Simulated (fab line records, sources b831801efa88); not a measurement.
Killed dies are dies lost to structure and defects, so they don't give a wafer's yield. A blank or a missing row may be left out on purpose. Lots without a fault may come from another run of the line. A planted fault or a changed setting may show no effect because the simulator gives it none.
fab line records | flow sky130
record lots=6 wafers=18 last_day=50
route steps=708 shown FIELD_ISO@18 PAD_OPEN@708
lots that met no fault: from a run of the same line without faults
start_h: hours from the record's first day to the start of the lot's first wafer shown | wait_h: hours since the lot's step before | " the same as in the row above | L1.1+2: a row that stands for several wafers | - no value, or no start given | * or withheld: withheld | < > ~ a bound
route shown NAME@n: a module of which the file shows steps, and the number in the route of the first | usual: mean/standard deviation of fault-free wafers | same: alike in all rows | chamber/n: place in a boat | sites: the reading at each site | _std_site: their standard deviation | _edge_site: outer sites' mean less inner sites' | radius_mm: how far each site lies from the wafer's centre | mask NAME#n: copy n | behind: the tool/chamber that last shaped the wafer | hold: why the lot was held/for how many hours/how that ended | device: the transistor (n, p or np) that didn't switch | end of line: the same wafers' tests at the end of the route | a step without rows: its recipe alone | killed: dies lost to structure and defects at the first sort, not the wafer's yield | map: a wafer's dies, x killed, . not, _ none there
set.NAME: the setting as run; set.NAME@STEP: as run at that earlier step | model.NAME: the simulator's own value behind a step, which no gauge read
lots at some steps of the route; a table a step, a row a wafer
services: from which hour (start_h, from the record's first day; less than 0 if before it) a tool's chamber was out of use, for how many hours, and why
## steps
# step SKY_FIELD_ISO_ETCH_17
# recipe target_depth_a=3420 mask_material=Si3N4 chemistry=HBr/Cl2/O2 target=Si taper_deg=5 icp_w=600 bias_w=150 pressure_mtorr=15 HBr_flow_sccm=150 Cl2_flow_sccm=40 O2_flow_sccm=6 time_s=97.7
# usual HBr_flow_sccm=150.0/0.5 O2_flow_sccm=5.997/0.018 drypump_motor_current_A=5.7/0.53 oes_product_au=0.996/0.01 throttle_valve_pct=25.658/0.011
# columns lot.wafer tool chamber start_h wait_h HBr_flow_sccm O2_flow_sccm drypump_motor_current_A oes_product_au rf_hours_counter_h throttle_valve_pct
L248.1 rie_si-02 3 71.26 0.1 150.4 5.978 4.9 1.014 0 25.646
L248.3 " 0 " " 149.7 5.986 5.3 1.000 58 25.670
L248.5 " 0 " " 149.4 5.971 5.3 1.002 - 25.658
L255.2 rie_si-02 2 109.21 0.1 149.6 5.999 5.7 1.003 12 25.655
L255.3 " 3 " " 150.1 6.004 4.9 1.011 0 25.639
L255.5 " 1 " " 150.4 5.994 5.8 1.010 - 25.656
L256.3 rie_si-01 3 112.11 0.0 150.6 5.985 6.1 1.002 47 25.652
L256.4 " 0 " " 150.7 5.997 6.6 0.989 - 25.655
L256.5 " 2 " " 150.5 5.992 5.2 1.004 - 25.676
L259.2 rie_si-02 2 127.09 0.1 149.7 6.034 5.8 0.991 12 25.650
L259.4 " 1 " " 150.9 6.005 5.8 1.013 4 25.645
L259.5 " 3 " " 150.7 6.002 4.9 1.014 - 25.659
L262.1 rie_si-02 1 144.17 0.1 150.1 5.985 5.8 1.006 4 25.647
L262.2 " 3 " " 150.2 6.003 4.9 0.998 1 25.675
L262.3 " 0 " " 150.2 6.002 5.3 0.988 58 25.677
L263.2 rie_si-01 1 149.99 0.1 150.4 5.995 6.1 0.991 0 25.681
L263.4 " 3 " " 150.6 6.005 6.1 0.983 47 25.671
L263.5 " 2 " " 150.4 5.961 5.2 0.988 - 25.655
# step SKY_FIELD_ISO_WET_ETCH_18
# recipe chemistry=H3PO4 target_depth_nm=25 temp_c=160 target=Si3N4 time_s=286
# step SKY_FIELD_ISO_CLEAN_19
# recipe chemistry=SC1/SC2 mix=1:4:20 temp_c=70 time_s=150
# step SKY_FIELD_ISO_CLEAN_20
# recipe chemistry=dHF time_s=20 dilution=100:1
# step SKY_FIELD_ISO_WET_ETCH_21
# recipe chemistry=dHF dilution=100:1 target_depth_nm=20 dry=ipa_marangoni target=SiO2 temp_c=25 time_s=400
# step SKY_FIELD_ISO_OXIDATION_22
# recipe temp_c=950 ambient=O2 stabilise_s=600 purge_s=300 target_thk_a=100 ox_time_s=623
# step SKY_FIELD_ISO_THK_MEAS_23
# recipe reads=SiO2_of_FIELD_ISO_OXIDATION_22
# usual FIELD_ISO_OXIDATION_01_THK=9.90/0.16
# columns lot.wafer tool chamber start_h wait_h FIELD_ISO_OXIDATION_01_THK[nm]
L248.1 film_metro-01 - 72.81 0.0 9.60
L248.3 " - " " 9.57
L248.5 " - " " 9.69
L255.2 film_metro-02 - 111.62 0.0 9.75
L255.3 " - " " 9.92
L255.5 " - " " 9.86
L256.3 film_metro-01 - 114.15 0.0 9.79
L256.4 " - " " 9.80
L256.5 " - " " 9.94
L259.2 film_metro-02 - 129.64 0.0 9.87
L259.4 " - " " 9.96
L259.5 " - " " 9.99
L262.1 film_metro-01 - 150.85 0.0 9.81
L262.2 " - " " 9.79
L262.3 " - " " 9.81
L263.2 film_metro-02 - 156.30 0.0 9.99
L263.4 " - " " 10.01
L263.5 " - " " 9.75
# step SKY_FIELD_ISO_CVD_24
# recipe material=SiO2 target_thk_nm=595 temp_c=650 sigma_open_frac=0.3 time_s=99.2 sih4_flow_sccm=60 pressure_mtorr=6
# step SKY_FIELD_ISO_THK_MEAS_25
# recipe reads=SiO2_of_FIELD_ISO_CVD_24
# usual FIELD_ISO_CVD_24_THK=595/8.5
# columns lot.wafer tool chamber start_h wait_h FIELD_ISO_CVD_24_THK[nm]
L248.1 film_metro-02 - 72.94 0.0 570
L248.3 " - " " 588
L248.5 " - " " 588
L255.2 film_metro-01 - 111.75 0.0 610
L255.3 " - " " 604
L255.5 " - " " 602
L256.3 film_metro-04 - 114.28 0.1 602
L256.4 " - " " 606
L256.5 " - " " 597
L259.2 film_metro-01 - 129.77 0.0 598
L259.4 " - " " 609
L259.5 " - " " 599
L262.1 film_metro-02 - 150.98 0.0 588
L262.2 " - " " 580
L262.3 " - " " 587
L263.2 film_metro-04 - 156.43 0.0 586
L263.4 " - " " 598
L263.5 " - " " 587
# step SKY_FIELD_ISO_ANNEAL_26
# recipe temp_c=1000 time_s=1800 ambient=N2
# step SKY_FIELD_ISO_CMP_27
# recipe stop_on=Si3N4 t_overpolish_s=16 down_force_psi=4 platen_rpm=60 target_thk_nm=457.8 pad_velocity_m_s=0.94248
# usual motor_current_A=12.4/1.4 overpolish_run_s=16.002/0.0098 time_to_endpoint_s=112/5
# columns lot.wafer tool chamber start_h wait_h motor_current_A overpolish_run_s time_to_endpoint_s
L248.1 cmp-02 0 75.55 0.0 13.4 16.005 103
L248.3 " 2 " " 11.1 15.990 107
L248.5 " 0 " " 13.7 16.009 107
L255.2 cmp-01 0 113.68 0.1 14.4 16.004 115
L255.3 " 1 " " 12.5 15.998 119
L255.5 " 2 " " 14.6 15.994 111
L256.4 cmp-01 3 115.92 0.1 11.9 16.006 116
L256.3 " 0 " " 13.6 16.008 109
L256.5 " 1 " " 12.5 15.986 117
L259.4 cmp-02 1 132.27 0.0 12.5 15.996 121
L259.2 " 0 " " 13.5 15.971 111
L259.5 " 1 " " 11.9 16.008 120
L262.2 cmp-01 1 157.79 0.0 12.5 16.015 116
L262.3 " 3 " " 11.6 16.019 118
L262.1 " 0 " " 14.5 15.988 109
L263.2 cmp-02 0 159.41 0.1 13.8 16.017 110
L263.4 " 2 " " 11.5 15.997 110
L263.5 " 3 " " 10.2 15.986 112
# step SKY_FIELD_ISO_WET_ETCH_28
# recipe chemistry=dHF target_depth_nm=23.7 target=SiO2 dilution=10:1 temp_c=25 time_s=47
# step SKY_FIELD_ISO_WET_ETCH_29
# recipe chemistry=H3PO4 target_depth_nm=160 target=Si3N4 temp_c=160 time_s=1825
# usual bath_guard_temp_C=160.1/0.51 bath_heat_duty_pct=27.4/1.8
# columns lot.wafer tool chamber start_h wait_h bath_guard_temp_C bath_heat_duty_pct model.Si3N4_of_FIELD_ISO_CVD_03.thk_nm model.SiO2_of_FIELD_ISO_OXIDATION_01.thk_nm
L248.1 wet_bench-02 1 75.87 0.0 160.5 23.4 0 11.86
L248.3 " 1 " " 160.0 27.8 0 11.68
L248.5 " 1 " " 160.0 28.3 0 11.91
L255.2 wet_bench-04 2 113.90 0.0 - - 116.5 11.76
L255.3 " 2 " " - - 116.6 11.7
L255.5 " 2 " " - - 116.8 11.65
L256.3 wet_bench-04 1 116.14 0.0 - - 117.9 12.17
L256.4 " 1 " " - - 118.8 11.97
L256.5 " 1 " " - - 119.7 12.03
L259.2 wet_bench-04 2 132.59 0.0 160.5 29.1 0 11.47
L259.4 " 2 " " 160.4 27.6 0 11.58
L259.5 " 2 " " 160.5 30.9 0 11.54
L262.1 wet_bench-02 1 158.11 0.0 160.2 26.8 0 11.57
L262.2 " 1 " " 160.2 28.0 0 11.64
L262.3 " 1 " " 160.4 26.1 0 11.6
L263.2 wet_bench-04 3 159.68 0.0 160.3 27.5 0 11.24
L263.4 " 3 " " 159.9 29.0 0 11.13
L263.5 " 3 " " 160.3 27.8 0 11.32
# step SKY_FIELD_ISO_WET_ETCH_30
# recipe chemistry=dHF target_depth_nm=25 target=SiO2 dilution=10:1 temp_c=25 time_s=50
# step SKY_PAD_OPEN_PROBE_99
# usual killed_at_M0_to_M3=44/7.4 killed_at_M4_up=3.0/1.8 killed_at_contacts=24/5.1 killed_at_front_end=15/4.3 killed_at_other=0.3/0.54 killed_dies=86/9.9 killed_on_rim=17/3.9 killed_open=47/7.1 killed_short=38/6.7
# same gross_dies=492 killed_at_back_side=0
# columns lot.wafer tool chamber start_h wait_h killed_at_M0_to_M3 killed_at_M4_up killed_at_contacts killed_at_front_end killed_at_other killed_dies killed_on_rim killed_open killed_short
L248.1 prober-01 - 1132.15 0.1 40 2 26 12 1 81 17 42 39
L248.3 prober-01 - 1132.25 0.2 34 5 25 16 0 80 13 40 40
L248.5 prober-01 - 1132.35 0.2 42 3 31 11 0 87 19 49 38
L255.2 prober-01 - 1168.44 0.1 40 6 37 408 1 492 96 60 36
L255.3 prober-01 - 1168.49 0.2 47 5 30 410 0 492 96 50 49
L255.5 prober-01 - 1168.59 0.2 52 2 21 417 0 492 96 55 39
L256.3 prober-02 - 1173.04 0.2 42 3 15 432 0 492 96 48 28
L256.4 prober-02 - 1173.09 0.2 51 5 22 414 0 492 96 51 44
L256.5 prober-02 - 1173.14 0.2 49 3 30 409 1 492 96 52 54
L263.2 prober-02 - 1208.69 0.1 32 7 19 20 0 78 20 45 33
L263.4 prober-02 - 1208.79 0.2 53 3 31 16 0 103 17 67 36
L263.5 prober-02 - 1208.84 0.2 48 0 25 19 0 92 11 43 49
# killed by level:class
L248.1 CONTACT:geometric_particle:short=9 CONTACT:geometric_particle:open=9 METAL2:geometric_particle:short=7 VIA2:geometric_particle:open=7 VIA1:geometric_particle:open=5 METAL1:geometric_particle:short=4 VIA1:geometric_particle:short=4 VIA3:geometric_particle:open=4
L248.3 CONTACT:geometric_particle:open=9 VIA1:geometric_particle:open=8 LI_CONTACT:geometric_particle:open=7 METAL1:geometric_particle:short=5 VIA1:geometric_particle:short=5 METAL4:geometric_particle:short=5 FIELD_ISO:geometric_particle:short=4 LOCAL_INTERCONNECT:geometric_particle:short=4
L248.5 CONTACT:geometric_particle:open=9 CONTACT:geometric_particle:short=8 VIA1:geometric_particle:open=7 VIA2:geometric_particle:open=7 METAL1:geometric_particle:short=6 VIA3:geometric_particle:open=6 METAL2:geometric_particle:short=5 POLY_GATE:geometric_particle:open=4
L255.2 FIELD_ISO:area_etch=396 CONTACT:geometric_particle:open=12 LI_CONTACT:geometric_particle:open=11 VIA1:geometric_particle:open=11 VIA2:geometric_particle:open=11 CONTACT:geometric_particle:short=7 POLY_GATE:geometric_particle:open=5 FIELD_ISO:geometric_particle:short=4
L255.3 FIELD_ISO:area_etch=393 VIA1:geometric_particle:open=13 LI_CONTACT:geometric_particle:open=13 VIA1:geometric_particle:short=9 FIELD_ISO:geometric_particle:short=6 CONTACT:geometric_particle:open=6 METAL2:geometric_particle:short=6 LOCAL_INTERCONNECT:geometric_particle:short=4
L255.5 FIELD_ISO:area_etch=398 VIA1:geometric_particle:open=10 CONTACT:geometric_particle:open=8 METAL1:geometric_particle:short=8 METAL2:geometric_particle:short=7 FIELD_ISO:geometric_particle:open=6 LI_CONTACT:geometric_particle:open=6 VIA2:geometric_particle:open=6
L256.3 FIELD_ISO:area_etch=416 VIA3:geometric_particle:open=9 VIA1:geometric_particle:open=8 CONTACT:geometric_particle:open=7 LI_CONTACT:geometric_particle:open=6 VIA2:geometric_particle:open=6 POLY_GATE:geometric_particle:short=5 FIELD_ISO:geometric_particle:open=4
L256.4 FIELD_ISO:area_etch=397 VIA3:geometric_particle:open=13 VIA1:geometric_particle:open=9 METAL2:geometric_particle:short=9 FIELD_ISO:geometric_particle:open=7 CONTACT:geometric_particle:open=6 VIA1:geometric_particle:short=5 LI_CONTACT:geometric_particle:open=5
L256.5 FIELD_ISO:area_etch=386 METAL1:geometric_particle:short=11 CONTACT:geometric_particle:open=9 LI_CONTACT:geometric_particle:open=9 VIA1:geometric_particle:open=9 CONTACT:geometric_particle:short=8 FIELD_ISO:geometric_particle:short=7 FIELD_ISO:geometric_particle:open=7
L263.2 VIA1:geometric_particle:open=10 CONTACT:geometric_particle:open=8 FIELD_ISO:geometric_particle:open=7 VIA2:geometric_particle:open=6 METAL4:geometric_particle:short=6 LI_CONTACT:geometric_particle:open=5 FIELD_ISO:geometric_particle:short=4 SPACER:geometric_particle:short=4
L263.4 VIA1:geometric_particle:open=23 CONTACT:geometric_particle:open=14 LI_CONTACT:geometric_particle:open=7 LOCAL_INTERCONNECT:geometric_particle:short=6 VIA1:geometric_particle:short=6 METAL1:geometric_particle:short=5 POLY_GATE:geometric_particle:open=4 SPACER:geometric_particle:short=4
L263.5 VIA1:geometric_particle:open=10 METAL2:geometric_particle:short=10 CONTACT:geometric_particle:short=7 CONTACT:geometric_particle:open=7 FIELD_ISO:geometric_particle:short=6 VIA3:geometric_particle:open=6 LOCAL_INTERCONNECT:geometric_particle:short=5 VIA1:geometric_particle:short=5
# map L255.2 (x killed, . not)
__________xxxxxxxxxx_________
________xxxxxxxxxxxxxx_______
______xxxxxxxxxxxxxxxxxx_____
_____xxxxxxxxxxxxxxxxxxxx____
____xxxxxxxxxxxxxxxxxxxxxx___
___xxxxxxxxxxxxxxxxxxxxxxxx__
__xxxxxxxxxxxxxxxxxxxxxxxxxx_
_xxxxxxxxxxxxxxxxxxxxxxxxxxxx
_xxxxxxxxxxxxxxxxxxxxxxxxxxxx
_xxxxxxxxxxxxxxxxxxxxxxxxxxxx
_xxxxxxxxxxxxxxxxxxxxxxxxxxxx
_xxxxxxxxxxxxxxxxxxxxxxxxxxxx
_xxxxxxxxxxxxxxxxxxxxxxxxxxxx
_xxxxxxxxxxxxxxxxxxxxxxxxxxxx
_xxxxxxxxxxxxxxxxxxxxxxxxxxxx
__xxxxxxxxxxxxxxxxxxxxxxxxxx_
___xxxxxxxxxxxxxxxxxxxxxxxx__
____xxxxxxxxxxxxxxxxxxxxxx___
_____xxxxxxxxxxxxxxxxxxxx____
______xxxxxxxxxxxxxxxxxx_____
________xxxxxxxxxxxxxx_______
__________xxxxxxxxxx_________
# map L256.3 (x killed, . not)
__________xxxxxxxxxx_________
________xxxxxxxxxxxxxx_______
______xxxxxxxxxxxxxxxxxx_____
_____xxxxxxxxxxxxxxxxxxxx____
____xxxxxxxxxxxxxxxxxxxxxx___
___xxxxxxxxxxxxxxxxxxxxxxxx__
__xxxxxxxxxxxxxxxxxxxxxxxxxx_
_xxxxxxxxxxxxxxxxxxxxxxxxxxxx
_xxxxxxxxxxxxxxxxxxxxxxxxxxxx
_xxxxxxxxxxxxxxxxxxxxxxxxxxxx
_xxxxxxxxxxxxxxxxxxxxxxxxxxxx
_xxxxxxxxxxxxxxxxxxxxxxxxxxxx
_xxxxxxxxxxxxxxxxxxxxxxxxxxxx
_xxxxxxxxxxxxxxxxxxxxxxxxxxxx
_xxxxxxxxxxxxxxxxxxxxxxxxxxxx
__xxxxxxxxxxxxxxxxxxxxxxxxxx_
___xxxxxxxxxxxxxxxxxxxxxxxx__
____xxxxxxxxxxxxxxxxxxxxxx___
_____xxxxxxxxxxxxxxxxxxxx____
______xxxxxxxxxxxxxxxxxx_____
________xxxxxxxxxxxxxx_______
__________xxxxxxxxxx_________
## services
# columns tool chamber start_h hours kind
cmp-01 - 64.00 4.0 pm
cmp-01 - 68.00 - consumable_replace:conditioner
cmp-01 - 68.00 - consumable_replace:pad
cmp-01 - 77.94 5.4 pm
rie_si-02 3 78.88 4.3 repair
rie_si-01 1 108.24 - clean
rie_si-01 1 108.24 18.5 scheduled_down
rie_si-01 1 108.24 18.5 vent_cycle
cmp-02 - 108.64 1.8 repair
cmp-02 - 125.12 1.4 repair
## key
first_sign step=SKY_FIELD_ISO_WET_ETCH_29 reading=tool_record direction=missing
effect step=SKY_PAD_OPEN_PROBE_99 reading=killed_at_front_end direction=up sigmas=92 usual=15 struck=415
model_effect step=SKY_FIELD_ISO_WET_ETCH_29 value=Si3N4_of_FIELD_ISO_CVD_03.thk_nm without=0 struck=117.7
more_kills_born_at SKY_FIELD_ISO_WET_ETCH_29@wet_bench-04=2386
met_at SKY_FIELD_ISO_WET_ETCH_29
struck_wafers L255.2,L255.3,L255.5,L256.3,L256.4,L256.5
later_rows_left_out L255.2,L255.3,L255.5,L256.3,L256.4,L256.5
tester_left_out L255,L256
fault kind=skipped_step_whole tool=wet_bench-04 chamber=- onset_h=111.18 steps=SKY_FIELD_ISO_WET_ETCH_29 scope=struck_lots_only
# tester_left_out: of these lots the tester's yield and bins aren't shown, on N5 and GAA mostly nor the transistor test; their killed dies are dies lost to structure and defects alone, not to doping, threshold or leakage, so they don't give the yield
# later_rows_left_out: the simulator's readings of these wafers behind a module that went badly wrong aren't trusted and aren't shown, but for the sort
